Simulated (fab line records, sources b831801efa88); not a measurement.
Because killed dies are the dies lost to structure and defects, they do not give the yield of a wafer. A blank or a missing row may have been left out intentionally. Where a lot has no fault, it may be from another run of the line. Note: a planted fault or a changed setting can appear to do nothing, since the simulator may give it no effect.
Which tool did it? || flow gf180mcu || 14 lots, 41 wafers sampled, at 5 steps of a route of 602

WHAT THE GAUGES READ, wafer by wafer
GF_CONTACT_CD_MEAS_14: the cd target is 220 nm.
{"lot": "L883", "measured": "day 15 21:53", "on": "cdSem-02", "cdNm (nm)": "219.6 219.7 219.4"}
{"lot": "L884", "measured": "day 16 07:39", "on": "cdSem-01", "cdNm (nm)": "221.3 221.0 221.3"}
{"lot": "L885", "measured": "day 16 19:35", "on": "cdSem-02", "cdNm (nm)": "221.7 221.1 221.8"}
{"lot": "L886", "measured": "day 16 22:59", "on": "cdSem-01", "cdNm (nm)": "218.7 219.3 218.9"}
{"lot": "L887", "measured": "day 17 11:01", "on": "cdSem-02", "cdNm (nm)": "219.7 220.1 220.1"}
{"lot": "L888", "measured": "day 17 22:04", "on": "cdSem-01", "cdNm (nm)": "219.6 219.0 218.6"}
{"lot": "L890", "measured": "day 18 13:36", "on": "cdSem-01", "cdNm (nm)": "221.5 222.2 222.7"}
{"lot": "L891", "measured": "day 19 01:29", "on": "cdSem-01", "cdNm (nm)": "221.8 220.3 221.2"}
{"lot": "L892", "measured": "day 19 11:29", "on": "cdSem-01", "cdNm (nm)": "220.4 218.8 218.4"}
{"lot": "L893", "measured": "day 19 21:10", "on": "cdSem-02", "cdNm (nm)": "219.8 218.5 219.2"}
{"lot": "L895", "measured": "day 20 11:31", "on": "cdSem-01", "cdNm (nm)": "210.9 220.4 209.8"}
{"lot": "L896", "measured": "day 21 06:22", "on": "cdSem-01", "cdNm (nm)": "210.1 218.7"}
{"lot": "L897", "measured": "day 21 07:23", "on": "cdSem-01", "cdNm (nm)": "218.8 209.3 220.1"}
{"lot": "L906", "measured": "day 24 09:25", "on": "cdSem-01", "cdNm (nm)": "218.7 218.3 218.6"}

GF_M1_RS_MEAS_05: uses a four-point probe to measure.
{"lot": "L883", "measured": "day 15 23:29", "on": "filmMetro-04", "M1_ALCU_RS (ohm/sq)": "0.0700 0.0702 0.0691"}
{"lot": "L884", "measured": "day 16 09:12", "on": "filmMetro-03", "M1_ALCU_RS (ohm/sq)": "0.0697 0.0693 0.0700"}
{"lot": "L885", "measured": "day 16 21:09", "on": "filmMetro-01", "M1_ALCU_RS (ohm/sq)": "0.0694 0.0692 0.0696"}
{"lot": "L886", "measured": "day 17 00:31", "on": "filmMetro-01", "M1_ALCU_RS (ohm/sq)": "0.0710 0.0704 0.0703"}
{"lot": "L887", "measured": "day 17 12:32", "on": "filmMetro-01", "M1_ALCU_RS (ohm/sq)": "0.0696 0.0685 0.0691"}
{"lot": "L888", "measured": "day 17 23:48", "on": "filmMetro-03", "M1_ALCU_RS (ohm/sq)": "0.0695 0.0694 0.0694"}
{"lot": "L890", "measured": "day 18 15:14", "on": "filmMetro-03", "M1_ALCU_RS (ohm/sq)": "0.0703 0.0702 0.0702"}
{"lot": "L891", "measured": "day 19 03:02", "on": "filmMetro-01", "M1_ALCU_RS (ohm/sq)": "0.0688 0.0684 0.0695"}
{"lot": "L892", "measured": "day 19 13:01", "on": "filmMetro-04", "M1_ALCU_RS (ohm/sq)": "0.0698 0.0703 0.0705"}
{"lot": "L893", "measured": "day 19 22:41", "on": "filmMetro-01", "M1_ALCU_RS (ohm/sq)": "0.0697 0.0700 0.0692"}
{"lot": "L895", "measured": "day 20 13:03", "on": "filmMetro-03", "M1_ALCU_RS (ohm/sq)": "0.0691 0.0694 0.0698"}
{"lot": "L896", "measured": "day 21 07:53", "on": "filmMetro-01", "M1_ALCU_RS (ohm/sq)": "0.0691 0.0693"}
{"lot": "L897", "measured": "day 21 08:54", "on": "filmMetro-03", "M1_ALCU_RS (ohm/sq)": "0.0688 0.0690 0.0691"}
{"lot": "L906", "measured": "day 24 10:57", "on": "filmMetro-04", "M1_ALCU_RS (ohm/sq)": "0.0696 0.0702 0.0695"}

WHAT TOOL EACH LOT RAN ON (gives the tool, then ch and the chambers of the sampled wafers, and finally the start)
{"lot": "L883", "GF_SAB_ETCH_11": "rieDiel-02 ch 0,1,2, day 14 23:19", "GF_CONTACT_EXPOSE_11": "krfScanner-01 ch 0, day 15 11:41", "GF_CONTACT_SPUTTER_23": "pvdSputter-04, day 15 22:37"}
{"lot": "L884", "GF_SAB_ETCH_11": "rieDiel-02 ch 1,2,3, day 15 08:50", "GF_CONTACT_EXPOSE_11": "krfScanner-01 ch 0, day 15 20:52", "GF_CONTACT_SPUTTER_23": "pvdSputter-02, day 16 08:17"}
{"lot": "L885", "GF_SAB_ETCH_11": "rieDiel-01 ch 0,1, day 15 20:13", "GF_CONTACT_EXPOSE_11": "krfScanner-02 ch 0, day 16 08:47", "GF_CONTACT_SPUTTER_23": "pvdSputter-02, day 16 20:19"}
{"lot": "L886", "GF_SAB_ETCH_11": "rieDiel-02 ch 1,2, day 15 23:49", "GF_CONTACT_EXPOSE_11": "krfScanner-02 ch 0, day 16 11:47", "GF_CONTACT_SPUTTER_23": "pvdSputter-02, day 16 23:40"}
{"lot": "L887", "GF_SAB_ETCH_11": "rieDiel-02 ch 1,2,3, day 16 11:14", "GF_CONTACT_EXPOSE_11": "krfScanner-01 ch 0, day 17 00:17", "GF_CONTACT_SPUTTER_23": "pvdSputter-04, day 17 11:42"}
{"lot": "L888", "GF_SAB_ETCH_11": "rieDiel-02 ch 1,2, day 16 21:47", "GF_CONTACT_EXPOSE_11": "krfScanner-02 ch 0, day 17 10:49", "GF_CONTACT_SPUTTER_23": "pvdSputter-01, day 17 22:45"}
{"lot": "L890", "GF_SAB_ETCH_11": "rieDiel-02 ch 2,3, day 17 11:25", "GF_CONTACT_EXPOSE_11": "krfScanner-02 ch 0, day 18 01:29", "GF_CONTACT_SPUTTER_23": "pvdSputter-02, day 18 14:15"}
{"lot": "L891", "GF_SAB_ETCH_11": "rieDiel-04 ch 1,3, day 17 23:47", "GF_CONTACT_EXPOSE_11": "krfScanner-01 ch 0, day 18 13:20", "GF_CONTACT_SPUTTER_23": "pvdSputter-01, day 19 02:11"}
{"lot": "L892", "GF_SAB_ETCH_11": "rieDiel-02 ch 0,1,2, day 18 09:49", "GF_CONTACT_EXPOSE_11": "krfScanner-01 ch 0, day 18 23:31", "GF_CONTACT_SPUTTER_23": "pvdSputter-01, day 19 12:10"}
{"lot": "L893", "GF_SAB_ETCH_11": "rieDiel-04 ch 1,2,3, day 18 18:34", "GF_CONTACT_EXPOSE_11": "krfScanner-02 ch 0, day 19 08:56", "GF_CONTACT_SPUTTER_23": "pvdSputter-04, day 19 21:49"}
{"lot": "L895", "GF_SAB_ETCH_11": "rieDiel-04 ch 0,2, day 19 10:01", "GF_CONTACT_EXPOSE_11": "krfScanner-01 ch 0, day 19 23:58", "GF_CONTACT_SPUTTER_23": "pvdSputter-02, day 20 12:13"}
{"lot": "L896", "GF_SAB_ETCH_11": "rieDiel-04 ch 0,1, day 20 04:22", "GF_CONTACT_EXPOSE_11": "krfScanner-01 ch 0, day 20 18:11", "GF_CONTACT_SPUTTER_23": "pvdSputter-01, day 21 07:03"}
{"lot": "L897", "GF_SAB_ETCH_11": "rieDiel-01 ch 0,3, day 20 05:28", "GF_CONTACT_EXPOSE_11": "krfScanner-01 ch 0, day 20 19:36", "GF_CONTACT_SPUTTER_23": "pvdSputter-01, day 21 08:00"}
{"lot": "L906", "GF_SAB_ETCH_11": "rieDiel-04 ch 0,2, day 23 09:20", "GF_CONTACT_EXPOSE_11": "krfScanner-02 ch 0, day 23 22:07", "GF_CONTACT_SPUTTER_23": "pvdSputter-04, day 24 10:05"}
- GF_SAB_ETCH_11: etches SiO2 in C4F8/O2/Ar, target depth 55 nm, time 8.5 s.
- GF_CONTACT_EXPOSE_11: exposes mask Contact, target cd 220 nm.
- GF_CONTACT_SPUTTER_23: material TiN, target thk 10 nm, time 40 s.

WHAT THE TOOLS THEMSELVES READ (means of the sampled wafers that have a number; where no wafer has one, the mark that the record gives instead)
GF_SAB_ETCH_11.
{"lot": "L883", "tool": "rieDiel-02", "oesProductAu (a.u.)": 0.985}
{"lot": "L884", "tool": "rieDiel-02", "oesProductAu (a.u.)": 0.996}
{"lot": "L885", "tool": "rieDiel-01", "oesProductAu (a.u.)": 1.007}
{"lot": "L886", "tool": "rieDiel-02", "oesProductAu (a.u.)": 1.001}
{"lot": "L887", "tool": "rieDiel-02", "oesProductAu (a.u.)": 0.997}
{"lot": "L888", "tool": "rieDiel-02", "oesProductAu (a.u.)": 0.997}
{"lot": "L890", "tool": "rieDiel-02", "oesProductAu (a.u.)": 0.989}
{"lot": "L891", "tool": "rieDiel-04", "oesProductAu (a.u.)": 1.004}
{"lot": "L892", "tool": "rieDiel-02", "oesProductAu (a.u.)": 1.001}
{"lot": "L893", "tool": "rieDiel-04", "oesProductAu (a.u.)": 0.994}
{"lot": "L895", "tool": "rieDiel-04", "oesProductAu (a.u.)": 0.996}
{"lot": "L896", "tool": "rieDiel-04", "oesProductAu (a.u.)": 1.010}
{"lot": "L897", "tool": "rieDiel-01", "oesProductAu (a.u.)": 1.009}
{"lot": "L906", "tool": "rieDiel-04", "oesProductAu (a.u.)": 0.999}

GF_CONTACT_SPUTTER_23.
{"lot": "L883", "tool": "pvdSputter-04", "throttleValvePct (%)": 30.0}
{"lot": "L884", "tool": "pvdSputter-02", "throttleValvePct (%)": 29.3}
{"lot": "L885", "tool": "pvdSputter-02", "throttleValvePct (%)": 29.5}
{"lot": "L886", "tool": "pvdSputter-02", "throttleValvePct (%)": 29.4}
{"lot": "L887", "tool": "pvdSputter-04", "throttleValvePct (%)": 29.4}
{"lot": "L888", "tool": "pvdSputter-01", "throttleValvePct (%)": 29.8}
{"lot": "L890", "tool": "pvdSputter-02", "throttleValvePct (%)": 29.6}
{"lot": "L891", "tool": "pvdSputter-01", "throttleValvePct (%)": 30.5}
{"lot": "L892", "tool": "pvdSputter-01", "throttleValvePct (%)": 30.7}
{"lot": "L893", "tool": "pvdSputter-04", "throttleValvePct (%)": 29.7}
{"lot": "L895", "tool": "pvdSputter-02", "throttleValvePct (%)": 29.1}
{"lot": "L896", "tool": "pvdSputter-01", "throttleValvePct (%)": 30.1}
{"lot": "L897", "tool": "pvdSputter-01", "throttleValvePct (%)": 29.9}
{"lot": "L906", "tool": "pvdSputter-04", "throttleValvePct (%)": 30.5}

THE ANSWER, worked out from the rows above alone
Rule: the usual values come from the lots themselves. The widest of any qualifying gaps counts: lots, ordered by their means at a reading, are off when they make up no more than a third of the lots, leave a main group of 4 or more, and stand apart from it by 3 or more times the standard deviation of that group's means. Not used: any main group whose means are identical at the precision the tables above print for the reading. Also off: a lot with no number at a reading for which 4 or more lots have one. Where the step has rows for the other lots, those lots are counted as sound. First the gauges in route order, then the tools' own readings, where a lot's mean is used as printed above. The first step at which some lot is off is used, and at that step the reading that is off furthest; a lot without a number counts as furthest.
Nothing can be told from this: no lot is off at any reading shown.

WHAT HAD BEEN PUT IN BY THE SIMULATOR
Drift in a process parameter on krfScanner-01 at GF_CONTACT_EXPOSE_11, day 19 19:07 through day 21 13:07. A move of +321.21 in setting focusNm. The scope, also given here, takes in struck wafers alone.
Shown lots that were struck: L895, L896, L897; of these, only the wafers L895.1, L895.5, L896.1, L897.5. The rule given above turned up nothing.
